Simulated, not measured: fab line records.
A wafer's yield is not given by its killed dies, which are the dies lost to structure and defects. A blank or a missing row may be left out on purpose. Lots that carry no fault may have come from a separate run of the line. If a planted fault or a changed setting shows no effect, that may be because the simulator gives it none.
Matching of chambers    flow sfq line    SFQ_TRILAYER_I0_CMP_CMP_028 on cmp-01: 3 sister chambers
The step polishes SiO2. 6 wafers are shown with their chamber, then 6 later ones without.

## WAFERS PAIRED WITH THEIR CHAMBERS
wafer   chamber  motor current A (A)  time to endpoint s (s)
L526.6  3        10.5                 227
L537.3  1        9.4                  213
L537.4  0        12.3                 224
L537.6  1        8.9                  216
L543.2  3        10.4                 212
L543.4  0        12.1                 226

## WAFERS MISSING THEIR CHAMBER
wafer   motor current A (A)  time to endpoint s (s)
L543.5  9.2                  217
L544.2  11.7                 218
L544.3  9.7                  213
L544.5  10.3                 221
L545.4  11.9                 223
L545.5  11.7                 224

## CHAMBER TAKEN BY EACH
wafer   from the rows above      in truth
L543.5  1                        1
L544.2  0                        0
L544.3  can't be placed: 1 or 3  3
L544.5  3                        3
L545.4  0                        0
L545.5  0                        0
Correct placement for 5 of the 6. From these rows, 1 cannot be placed; in 1 the true chamber is one of the candidates. Number placed wrongly: 0.
How it was worked out, from the rows above alone: a wafer's distance from a chamber is the root of the sum, over the readings, of the square of ((its reading less the chamber's mean) divided by the reading's scatter). The wafer belongs to the nearest chamber; if the next one is less than 2 further off, it can't be placed. For every chamber, the mean is computed from those of its wafers that are shown. The scatter: take each reading less its chamber's mean, square it, sum over the shown wafers, divide by the number of wafers less the number of chambers, and take the root.
